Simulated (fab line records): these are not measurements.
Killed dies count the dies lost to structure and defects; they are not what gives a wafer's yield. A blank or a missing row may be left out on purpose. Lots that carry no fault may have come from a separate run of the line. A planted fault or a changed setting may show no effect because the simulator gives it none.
What tool caused it? | flow sky130 | 13 lots, 39 wafers sampled, at 4 steps of a route of 708

## WHAT THE GAUGES SHOWED, per wafer
SKY_PASSIVATION_THK_MEAS_01. Usual: PASSIVATION_CVD_00_THK 89.6 nm, standard deviation 1.4.
lot  | measured     | on            | PASSIVATION_CVD_00_THK (nm) | flag
L614 | day 43 15:32 | film_metro-01 | 88.4 90.1 89.3              |
L615 | day 43 22:55 | film_metro-01 | 88.3 88.9 88.8              |
L617 | day 44 14:00 | film_metro-04 | 89.9 91.6 91.2              |
L619 | day 45 20:00 | film_metro-04 | 86.5 89.5 88.0              |
L620 | day 45 16:31 | film_metro-04 | 90.3 91.9 92.9              |
L618 | day 45 20:20 | film_metro-04 | 88.3 90.7 90.1              |
L622 | day 46 07:04 | film_metro-03 | 89.6 86.5 90.7              |
L629 | day 47 16:53 | film_metro-01 | 87.3 89.0 90.1              |
L630 | day 47 22:19 | film_metro-04 | 86.1 87.6 89.3              |
L631 | day 48 04:34 | film_metro-01 | 90.2 89.4 90.6              |
L635 | day 49 08:46 | film_metro-01 | 89.0 91.3 91.0              |
L636 | day 49 09:17 | film_metro-03 | 90.0 88.4 90.4              |
L637 | day 49 12:25 | film_metro-01 | 89.9 90.7 91.2              |

## WHICH TOOL RAN EACH LOT (tool, then ch and the chambers of the sampled wafers, then the start)
lot  | SKY_GATE_OXIDE_WET_ETCH_12      | SKY_METAL5_SPUTTER_04        | SKY_METAL5_METAL_ETCH_15
L614 | wet_bench-03 ch 0, day 13 20:43 | pvd_sputter-04, day 42 15:56 | rie_metal-01 ch 0,1, day 43 14:41
L615 | wet_bench-04 ch 3, day 14 05:49 | pvd_sputter-03, day 42 23:17 | rie_metal-04 ch 0,1, day 43 21:58
L617 | wet_bench-03 ch 2, day 14 17:25 | pvd_sputter-03, day 43 14:38 | rie_metal-03 ch 0,1, day 44 13:08
L619 | wet_bench-03 ch 1, day 16 03:17 | pvd_sputter-01, day 44 21:50 | rie_metal-01 ch 0,1, day 45 19:10
L620 | wet_bench-03 ch 3, day 16 05:13 | pvd_sputter-01, day 44 17:34 | rie_metal-01 ch 0,1, day 45 15:20
L618 | wet_bench-02 ch 0, day 16 08:37 | pvd_sputter-04, day 44 22:08 | rie_metal-03 ch 0,1, day 45 19:26
L622 | wet_bench-04 ch 2, day 16 20:47 | pvd_sputter-04, day 45 09:05 | rie_metal-04 ch 0,1, day 46 06:07
L629 | wet_bench-03 ch 2, day 19 01:59 | pvd_sputter-01, day 46 19:56 | rie_metal-01 ch 0,1, day 47 15:59
L630 | wet_bench-04 ch 1, day 19 12:05 | pvd_sputter-03, day 47 01:07 | rie_metal-04 ch 0,1, day 47 21:23
L631 | wet_bench-03 ch 1, day 19 21:55 | pvd_sputter-04, day 47 07:21 | rie_metal-04 ch 0,1, day 48 03:17
L635 | wet_bench-03 ch 1, day 21 09:22 | pvd_sputter-04, day 48 14:17 | rie_metal-04 ch 0,1, day 49 07:53
L636 | wet_bench-03 ch 3, day 21 15:56 | pvd_sputter-03, day 48 15:19 | rie_metal-03 ch 0,1, day 49 08:26
L637 | wet_bench-03 ch 1, day 21 22:04 | pvd_sputter-03, day 48 17:10 | rie_metal-01 ch 0, day 49 11:29
- SKY_GATE_OXIDE_WET_ETCH_12: etches SiO2 in dHF, target depth 16.8 nm, time 336 s.
- SKY_METAL5_SPUTTER_04: material TiN, target thk 70 nm, time 58.3 s.
- SKY_METAL5_METAL_ETCH_15: etches the open film in Cl2/BCl3, stops on SiO2, target depth 1260 nm, time 252 s.

## WHAT THE TOOLS THEMSELVES READ (means of the sampled wafers that have a number; where no wafer has one, the mark that the record gives instead)
SKY_METAL5_SPUTTER_04. Usual: cathode_dc_power_W 6500.0 W, standard deviation 1.1; throttle_valve_pct 29.7 %, standard deviation 0.96.
lot  | tool           | cathode_dc_power_W (W) | throttle_valve_pct (%) | flag
L614 | pvd_sputter-04 | 6500.5                 | 30.5                   |
L615 | pvd_sputter-03 | 6500.7                 | 29.5                   |
L617 | pvd_sputter-03 | 6500.4                 | 29.3                   |
L619 | pvd_sputter-01 | 6499.7                 | 29.9                   |
L620 | pvd_sputter-01 | 6499.3                 | 30.1                   |
L618 | pvd_sputter-04 | 6499.8                 | 30.2                   |
L622 | pvd_sputter-04 | 6499.2                 | 30.8                   |
L629 | pvd_sputter-01 | 6499.4                 | 30.0                   |
L630 | pvd_sputter-03 | 6501.4                 | 28.4                   |
L631 | pvd_sputter-04 | 6499.7                 | 30.5                   |
L635 | pvd_sputter-04 | 6500.5                 | 30.2                   |
L636 | pvd_sputter-03 | 6500.1                 | 30.1                   |
L637 | pvd_sputter-03 | 6499.1                 | 28.7                   |

SKY_METAL5_METAL_ETCH_15. Usual: drypump_motor_current_A 5.8 A, standard deviation 0.38; he_backside_leak_sccm 3.42 sccm, standard deviation 0.2; oes_product_au 0.893 a.u., standard deviation 0.0055; throttle_valve_pct 22.263 %, standard deviation 0.0089.
lot  | tool         | drypump_motor_current_A (A) | he_backside_leak_sccm (sccm) | oes_product_au (a.u.) | throttle_valve_pct (%) | flag
L614 | rie_metal-01 | 5.7                         | 3.48                         | 0.892                 | 22.263                 |
L615 | rie_metal-04 | 6.0                         | 3.36                         | 0.894                 | 22.264                 |
L617 | rie_metal-03 | 5.7                         | 3.33                         | 0.887                 | 22.272                 |
L619 | rie_metal-01 | 5.7                         | 3.55                         | 0.899                 | 22.268                 |
L620 | rie_metal-01 | 5.5                         | 3.85                         | 0.893                 | 22.267                 |
L618 | rie_metal-03 | 5.7                         | 3.42                         | 0.897                 | 22.264                 |
L622 | rie_metal-04 | 6.0                         | 3.25                         | 0.895                 | 22.260                 |
L629 | rie_metal-01 | 5.7                         | 3.58                         | 0.894                 | 22.271                 |
L630 | rie_metal-04 | 6.2                         | 3.23                         | 0.897                 | 22.252                 |
L631 | rie_metal-04 | 6.0                         | 3.30                         | 0.894                 | 22.269                 |
L635 | rie_metal-04 | 6.2                         | 3.31                         | 0.897                 | 22.267                 |
L636 | rie_metal-03 | 5.7                         | 3.31                         | 0.895                 | 22.267                 |
L637 | rie_metal-01 | 5.2                         | 3.67                         | 0.892                 | 22.265                 |

## THE ANSWER, worked out from the rows above alone
Rule: lot off if the mean of its wafers having a number is beyond 3 standard deviations from the usual mean. Also off: a lot with no number at a reading for which 4 or more lots have one. Any other lot the step has rows for is counted as sound. After the gauges, taken in route order, come the tools' own readings; for these a lot's mean is taken, as printed above. At the first step where some lot is off, the reading lying furthest off is the one used; lots without a number count as furthest.
No lot is off on any of the readings shown, so nothing can be concluded from this.

## WHAT WAS PUT IN BY THE SIMULATOR
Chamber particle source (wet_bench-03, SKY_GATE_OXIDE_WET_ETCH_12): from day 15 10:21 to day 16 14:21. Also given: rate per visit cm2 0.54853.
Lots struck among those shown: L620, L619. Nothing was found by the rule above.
